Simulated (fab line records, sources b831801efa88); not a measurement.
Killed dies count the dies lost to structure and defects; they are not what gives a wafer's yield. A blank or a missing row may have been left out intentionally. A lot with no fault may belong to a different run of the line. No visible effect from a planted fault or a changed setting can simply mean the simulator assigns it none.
Which tool was responsible? ; flow sky130 ; 33 wafers from 11 lots sampled at 6 of the route's 708 steps

WHAT EACH GAUGE READ, for each wafer
SKY_FIELD_ISO_BOW_MEAS_00. Usual: INCOMING_BOW 0 um, standard deviation 5.9.
lot;measured;on;INCOMING_BOW (um);flag
L226;day 2 01:01;film-metro-01;0 0 -8;
L228;day 2 11:00;film-metro-04;4 2 -2;
L233;day 3 12:01;film-metro-03;4 0 5;
L234;day 3 17:00;film-metro-04;-2 9 8;
L235;day 3 22:01;film-metro-03;-6 -5 -9;
L237;day 4 08:01;film-metro-03;-1 0 10;
L238;day 4 13:01;film-metro-03;-2 6 2;
L241;day 5 04:00;film-metro-04;1 -2 -12;
L242;day 5 09:00;film-metro-03;0 1 5;
L243;day 5 14:02;film-metro-01;0 8 2;
L246;day 6 05:00;film-metro-04;-6 -6 4;

SKY_NWELL_TW_MEAS_15. Usual: NWELL_TW 1824, standard deviation 9.4.
lot;measured;on;NWELL_TW;flag
L226;day 5 04:21;film-metro-01;1811 1821 1815;
L228;day 5 16:37;film-metro-01;1822 1828 1821;
L233;day 6 23:21;film-metro-04;1840 1831 1838;
L234;day 7 06:20;film-metro-01;3616 3631 3641;OFF
L235;day 7 12:45;film-metro-01;3635 3637 3637;OFF
L237;day 7 21:10;film-metro-02;3659 3666 3647;OFF
L238;day 8 06:48;film-metro-04;1816 1823 1817;
L241;day 8 23:06;film-metro-04;1822 1830 1834;
L242;day 9 02:38;film-metro-01;1831 1813 1823;
L243;day 9 12:46;film-metro-01;1810 1819 1819;
L246;day 10 10:30;film-metro-02;1821 1814 1820;

SKY_NWELL_RS_MEAS_29: a four-point-probe measurement. Usual: NWELL_RS 625.5 ohm/sq, standard deviation 1.6.
lot;measured;on;NWELL_RS (ohm/sq);flag
L226;day 5 22:52;film-metro-04;623.6 625.2 626.1;
L228;day 6 11:25;film-metro-01;623.6 623.8 624.0;
L233;day 7 19:29;film-metro-02;627.2 626.2 626.8;
L234;day 8 02:22;film-metro-01;180.3 180.4 180.0;OFF
L235;day 8 08:55;film-metro-02;180.0 180.1 179.9;OFF
L237;day 8 18:16;film-metro-02;180.1 180.4 180.2;OFF
L238;day 9 03:52;film-metro-04;624.2 625.7 625.7;
L241;day 9 21:13;film-metro-02;627.0 625.7 625.1;
L242;day 10 01:42;film-metro-04;621.7 620.4 623.7;
L243;day 10 11:32;film-metro-01;625.9 625.9 625.0;
L246;day 11 10:16;film-metro-02;627.6 626.5 627.2;

SKY_VT_ADJUST_NCORE_CD_MEAS_07: the cd target is 380 nm. Usual: cd-nm 380.4 nm, standard deviation 2.6.
lot;measured;on;cd-nm (nm);flag
L226;day 9 08:20;cd-sem-02;379.3 380.5 381.0;
L228;day 9 22:19;cd-sem-01;383.2 382.1 380.3;
L233;day 11 12:57;cd-sem-02;377.4 380.2 378.0;
L234;day 11 19:56;cd-sem-02;375.0 375.5 376.4;
L235;day 12 05:35;cd-sem-01;381.7 383.9 381.4;
L237;day 12 15:08;cd-sem-02;382.2 383.6 380.2;
L238;day 13 02:33;cd-sem-01;375.3 378.6 376.2;
L241;day 13 21:52;cd-sem-02;377.6 378.2 378.6;
L242;day 14 02:07;cd-sem-02;386.7 384.5 387.6;
L243;day 14 13:34;cd-sem-01;382.6 381.1 385.4;
L246;day 15 16:19;cd-sem-02;380.9 381.1 382.0;

EACH LOT AND THE TOOL THAT RAN IT (in order: tool; ch and the chambers of the sampled wafers; start)
lot;SKY_FIELD_ISO_CMP_27;SKY_NWELL_IMPLANT_11
L226;cmp-02 ch 1,2, day 3 00:02;implanter-04 ch 0, day 5 02:43
L228;cmp-02 ch 1,2,3, day 3 11:04;implanter-01 ch 0, day 5 16:02
L233;cmp-02 ch 0,1,3, day 4 14:08;implanter-01 ch 0, day 6 22:49
L234;cmp-02 ch 0,2, day 4 19:01;implanter-01 ch 0, day 7 05:47
L235;cmp-02 ch 0,3, day 5 01:11;implanter-01 ch 0, day 7 12:13
L237;cmp-01 ch 2,3, day 5 09:40;implanter-01 ch 0, day 7 20:38
L238;cmp-01 ch 0,1, day 5 17:05;implanter-02 ch 0, day 8 06:16
L241;cmp-02 ch 0,2,3, day 6 07:19;implanter-04 ch 0, day 8 22:33
L242;cmp-02 ch 1,2, day 6 11:01;implanter-04 ch 0, day 9 02:05
L243;cmp-02 ch 0,1,3, day 6 19:35;implanter-02 ch 0, day 9 12:15
L246;cmp-02 ch 0,1, day 7 13:24;implanter-04 ch 0, day 10 09:57
- SKY_FIELD_ISO_CMP_27: polishes, stops on Si3N4, t overpolish 16 s, target thk 457.8 nm.
- SKY_NWELL_IMPLANT_11

AS READ BY THE TOOLS THEMSELVES (means over the sampled wafers that have a number; for cases with no such wafer, the mark the record gives instead)
SKY_FIELD_ISO_CMP_27. Usual: motor-current-A 11.5 A, standard deviation 1.2; overpolish-run-s 16.000 s, standard deviation 0.0089; slurry-filter-dp-kPa 13.49 kPa, standard deviation 0.13; time-to-endpoint-s 110 s, standard deviation 3.9.
lot;tool;motor-current-A (A);overpolish-run-s (s);slurry-filter-dp-kPa (kPa);time-to-endpoint-s (s);flag
L226;cmp-02;10.2;16.003;13.48;110;
L228;cmp-02;10.6;16.005;13.53;113;
L233;cmp-02;11.8;16.004;13.44;110;
L234;cmp-02;11.3;16.006;13.50;106;
L235;cmp-02;11.9;16.004;13.46;108;
L237;cmp-01;12.7;15.995;13.48;108;
L238;cmp-01;12.3;15.995;13.51;115;
L241;cmp-02;11.1;15.990;13.53;106;
L242;cmp-02;10.8;16.002;13.49;107;
L243;cmp-02;11.8;15.996;13.50;113;
L246;cmp-02;12.5;16.001;13.48;110;

SKY_NWELL_IMPLANT_11. Usual: beam-on-s 10.01 s, standard deviation 0.21; dose-ions-cm2 1.9002e+13, standard deviation 2e+10; end-station-pressure-torr 5.11e-06 Torr, standard deviation 2.6e-07; faraday-current-uA 107.0, standard deviation 2.2.
lot;tool;beam-on-s (s);dose-ions-cm2;end-station-pressure-torr (Torr);faraday-current-uA;flag
L226;implanter-04;9.89;1.8981e+13;5.32e-06;108.1;
L228;implanter-01;10.00;1.9018e+13;5.13e-06;107.2;
L233;implanter-01;10.21;1.8998e+13;4.84e-06;104.9;
L234;implanter-01;68.56;1.7405e+14;5.27e-06;143.4;OFF
L235;implanter-01;67.45;1.7405e+14;5.23e-06;145.4;OFF
L237;implanter-01;68.35;1.7409e+14;4.97e-06;143.8;OFF
L238;implanter-02;9.72;1.8972e+13;4.96e-06;110.2;
L241;implanter-04;10.02;1.8998e+13;5.07e-06;107.0;
L242;implanter-04;10.05;1.9006e+13;5.37e-06;106.5;
L243;implanter-02;10.05;1.9016e+13;5.05e-06;106.5;
L246;implanter-04;9.96;1.9000e+13;5.10e-06;107.8;

THE ANSWER, worked out from the rows above alone
Rule: a lot counts as off when the mean over its wafers that have a number is more than 3 standard deviations away from the usual mean. Also off: a lot with no number at a reading for which 4 or more lots have one. All remaining lots with rows at the step are treated as sound. First the gauges in route order, then the tools' own readings, where a lot's mean is used as printed above. The first step at which some lot is off is used, and at that step the reading that is off furthest; a lot without a number counts as furthest.
Off: at SKY_NWELL_TW_MEAS_15 (NWELL_TW), L234, L235, L237.
A tool fits if, at a process step before that reading, it ran every lot that is off, and no sound lot after the first of them. Not tried: the gauges at SKY_NWELL_TW_MEAS_15; whatever is off there is also off at SKY_NWELL_IMPLANT_11, on other tools, and gauge error can't account for it. One fits: implanter-01 at SKY_NWELL_IMPLANT_11. Its last sound lot is L233 (day 6 22:49), its first lot that is off L234 (day 7 05:47): a fault that began between those two fits.
The tool's own readings at SKY_NWELL_IMPLANT_11 bear it out: on the lots that are off they differ by more than 5 times the standard deviation of the sound lots' means. beam-on-s reads 68.12 s there against 9.99 s on the sound lots; dose-ions-cm2 reads 1.7406e+14 there against 1.8999e+13 on the sound lots; faraday-current-uA reads 144.2 there against 107.3 on the sound lots.

WHAT HAD BEEN PUT IN BY THE SIMULATOR
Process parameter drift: implanter-01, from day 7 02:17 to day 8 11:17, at SKY_NWELL_IMPLANT_11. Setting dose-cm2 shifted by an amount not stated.
Shown lots that were struck: L234, L235, L237. This agrees with what the rule above found.
